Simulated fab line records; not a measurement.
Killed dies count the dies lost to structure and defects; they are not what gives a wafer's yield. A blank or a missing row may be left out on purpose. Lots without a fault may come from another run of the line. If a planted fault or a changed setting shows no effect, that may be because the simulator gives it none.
A lot that was struck, set against a sound lot | flow sky130 | 43 out of 708 route steps
Sound: these wafers, L774.3, L774.4, L774.5. Struck: wafer L785.6. (L785.1, L785.5 of the same lot were not struck and are left out.) The cause comes at the end.
At each step with rows: each side's tool, then ch and its chambers, then its first start. Under that, the readings that differ: sound wafers | struck wafers | difference of the means | sigmas: that difference in standard deviations of wafers without a fault.
alike: a reading whose means differ by less than 2 such deviations, as well as words and numbers matching on both sides. not compared: withheld readings; readings where some wafer has no value; bounds like >300 that might hide an equal value; numbers whose values overlap and for which the record gives no deviation.
A row with sigmas, a row that says differs or no value, or rows on one side alone: a step with any of these is where the two part. Numbers that have no deviation but don't overlap get no sigmas and don't part them. A reading missing from all wafers of one side parts the sides only when that side holds two or more wafers.

first, 4 steps without rows for these wafers: SKY_FIELD_ISO_WET_ETCH_29 (etches Si3N4 in H3PO4, target depth 160 nm, time 1825 s); SKY_FIELD_ISO_WET_ETCH_30 (etches SiO2 in dHF, target depth 25 nm, time 50 s); SKY_NWELL_CLEAN_00 (cleans in SC1/SC2, time 150 s); SKY_NWELL_OXIDATION_01 (stabilise 600 s, purge 300 s, target thk 10 nm).
SKY_NWELL_THK_MEAS_02:
  sound on filmMetro-04, day 2 17:04; struck on filmMetro-02, day 5 09:26
reading                  | sound             | struck | difference | sigmas
NWELL_OXIDATION_THK (nm) | 10.23 10.33 10.17 | 9.69   | -0.55      | -3
then, 7 steps without rows for these wafers: SKY_DNWELL_DEHYDRATE_00 (time 60 s); SKY_DNWELL_HMDS_01 (prime time 60 s); SKY_DNWELL_COAT_02 (resist thk 3000 nm); SKY_DNWELL_SOFTBAKE_03; SKY_DNWELL_EXPOSE_04 (exposes mask DNM, target cd 3000 nm); SKY_DNWELL_PEB_05; SKY_DNWELL_DEVELOP_06 (develop time 60 s).
SKY_DNWELL_IMPLANT_07:
  sound on implanter-01 ch 0, day 3 09:04; struck on implanter-03 ch 0, day 6 03:04
SKY_DNWELL_STRIP_08: strips in O2/N2.
  sound on plasmaAsher-01 ch 0,1, day 3 09:11; struck on plasmaAsher-02 ch 0, day 6 03:13
  alike: drypumpMotorCurrentA, oesProductAu, stripTimeToEndpointS
  not compared: rfHoursCounterH
SKY_DNWELL_TW_MEAS_09:
  sound on filmMetro-04, day 3 09:17; struck on filmMetro-02, day 6 03:19
reading   | sound          | struck | difference | sigmas
DNWELL_TW | 1122 1123 1122 | 1096   | -26        | -3
then, 7 steps without rows for these wafers: SKY_PWDE_DEHYDRATE_00 (time 60 s); SKY_PWDE_HMDS_01 (prime time 60 s); SKY_PWDE_COAT_02 (resist thk 3000 nm); SKY_PWDE_SOFTBAKE_03; SKY_PWDE_EXPOSE_04 (exposes mask PWDEM, target cd 840 nm); SKY_PWDE_PEB_05; SKY_PWDE_DEVELOP_06 (develop time 60 s).
SKY_PWDE_OVL_MEAS_07:
  sound on overlay-01, day 4 00:39; struck on overlay-02, day 6 21:16
  alike: PWDE_OVL
next, for these wafers, 1 step has no rows: SKY_PWDE_IMPLANT_08.
SKY_PWDE_STRIP_09: strips in O2/N2.
  sound on plasmaAsher-04 ch 0,1, day 4 00:52; struck on plasmaAsher-03 ch 0, day 6 21:27
reading                  | sound             | struck | difference | sigmas
stripTimeToEndpointS (s) | 36.91 36.97 36.97 | 36.72  | -0.23      | -2
  alike: drypumpMotorCurrentA, oesProductAu
  not compared: rfHoursCounterH
SKY_PWDE_TW_MEAS_10:
  sound on filmMetro-01, day 4 00:57; struck on filmMetro-01, day 6 21:33
  alike: PWDE_TW
then, 7 steps without rows for these wafers: SKY_NWELL_DEHYDRATE_03 (time 60 s); SKY_NWELL_HMDS_04 (prime time 60 s); SKY_NWELL_COAT_05 (resist thk 3000 nm); SKY_NWELL_SOFTBAKE_06; SKY_NWELL_EXPOSE_07 (exposes mask NWM, target cd 840 nm); SKY_NWELL_PEB_08; SKY_NWELL_DEVELOP_09 (develop time 60 s).
SKY_NWELL_OVL_MEAS_10:
  sound on overlay-01, day 4 17:44; struck on overlay-01, day 7 16:55
  alike: NWELL_00_OVL
then, 3 steps without rows for these wafers: SKY_NWELL_IMPLANT_11; SKY_NWELL_IMPLANT_12; SKY_NWELL_IMPLANT_13.
SKY_NWELL_STRIP_14: strips in O2/N2.
  sound on plasmaAsher-03 ch 0,1, day 4 18:15; struck on plasmaAsher-03 ch 1, day 7 17:24
  alike: drypumpMotorCurrentA, oesProductAu, stripTimeToEndpointS
  not compared: rfHoursCounterH
SKY_NWELL_TW_MEAS_15:
  sound on filmMetro-02, day 4 18:20; struck on filmMetro-02, day 7 17:30
  alike: NWELL_TW
then, 3 steps without rows for these wafers: SKY_NWELL_DEHYDRATE_16 (time 60 s); SKY_NWELL_HMDS_17 (prime time 60 s); SKY_NWELL_COAT_18 (resist thk 3000 nm).
-- the record jumps here: 41 days lie between the struck wafers' starts before and after (it left off in module NWELL and takes up again in module PAD_OPEN, whose first step shown is number 708 of the route) --
SKY_PAD_OPEN_PROBE_99:
  sound on prober-01, day 46 00:15; struck on prober-02, day 48 23:07
reading                               | sound            | struck | difference | sigmas
model.etest.resDeepNwell.rsOhmSqRange | 100.7 52.71 43.4 | 191.9  | +126.3     | 
  alike: killed_at_M0_to_M3, killed_at_M4_up, killedAtContacts, killedAtFrontEnd, killedAtOther, killedDies, killedOpen, killedShort

WHERE THEY PART
At SKY_NWELL_THK_MEAS_02 first; at SKY_PWDE_STRIP_09 last (within this record only). Later steps at which nothing parts them and some readings are alike: SKY_PWDE_TW_MEAS_10, SKY_NWELL_OVL_MEAS_10, SKY_NWELL_STRIP_14, SKY_NWELL_TW_MEAS_15, SKY_PAD_OPEN_PROBE_99.

WHY: the cause the simulator had injected
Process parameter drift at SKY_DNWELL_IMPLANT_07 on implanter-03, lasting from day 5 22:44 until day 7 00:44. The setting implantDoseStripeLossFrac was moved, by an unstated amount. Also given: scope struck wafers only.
